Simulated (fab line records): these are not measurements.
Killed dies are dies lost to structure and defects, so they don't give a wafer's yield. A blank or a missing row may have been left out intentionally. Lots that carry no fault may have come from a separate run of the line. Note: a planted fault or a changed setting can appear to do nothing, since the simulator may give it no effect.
Which of the tools did it?	flow gf180mcu	6 lots with 18 wafers sampled at 3 steps, on a route of 602 steps

== WHAT THE GAUGES READ, wafer by wafer ==
GF_HV_LDD_TW_MEAS_23.
lot	measured	on	HV_LDD_2_TW
L488	day 11 02:28	film-metro-01	1072 1069 1069
L492	day 12 08:38	film-metro-02	1044 1040 1043
L497	day 14 01:30	film-metro-01	1058 1064 1057
L505	day 16 19:32	film-metro-03	918 917 922
L507	day 17 04:56	film-metro-02	1047 1050 1052
L509	day 18 02:55	film-metro-02	1050 1048 1046

== WHAT TOOL EACH LOT RAN ON (gives the tool, then ch and the chambers of the sampled wafers, and finally the start) ==
lot	GF_HV_LDD_STRIP_10	GF_HV_LDD_IMPLANT_21
L488	plasma-asher-01 ch 0,1, day 10 08:10	implanter-02 ch 0, day 11 02:13
L492	plasma-asher-03 ch 0,1, day 11 13:47	implanter-03 ch 0, day 12 08:23
L497	plasma-asher-03 ch 0,1, day 13 05:04	implanter-02 ch 0, day 14 01:15
L505	plasma-asher-03 ch 0,1, day 15 21:35	implanter-03 ch 0, day 16 19:17
L507	plasma-asher-03 ch 0,1, day 16 06:31	implanter-01 ch 0, day 17 04:41
L509	plasma-asher-03 ch 0,1, day 17 03:49	implanter-01 ch 0, day 18 02:42
- GF_HV_LDD_STRIP_10: strips in O2/N2.
- GF_HV_LDD_IMPLANT_21

== THE ANSWER, worked out from the rows above alone ==
Rule: the usual values come from the lots themselves. Put in order of their means at a reading, lots are off if they are a third of the lots or fewer, leave a main group of 4 or more, and stand apart from it by a gap of 3 or more times the standard deviation of the main group's means; of several such gaps the widest counts. A main group is skipped when, at the precision printed for the reading in the tables above, its means are all equal. A lot without any number at a reading at which 4 lots or more have one is off too. All remaining lots with rows at the step are treated as sound.
Off: at GF_HV_LDD_TW_MEAS_23 (HV_LDD_2_TW), L505. For the main group the mean is 1054 and the standard deviation 9.8.
A tool fits if, at a process step before that reading, it ran every lot that is off, and no sound lot after the first of them. The gauges at GF_HV_LDD_TW_MEAS_23 are tried like those tools. Undecided on this evidence; 2 tools fit (implanter-03 at GF_HV_LDD_IMPLANT_21, film-metro-03 at GF_HV_LDD_TW_MEAS_23).

== WHAT HAD BEEN PUT IN BY THE SIMULATOR ==
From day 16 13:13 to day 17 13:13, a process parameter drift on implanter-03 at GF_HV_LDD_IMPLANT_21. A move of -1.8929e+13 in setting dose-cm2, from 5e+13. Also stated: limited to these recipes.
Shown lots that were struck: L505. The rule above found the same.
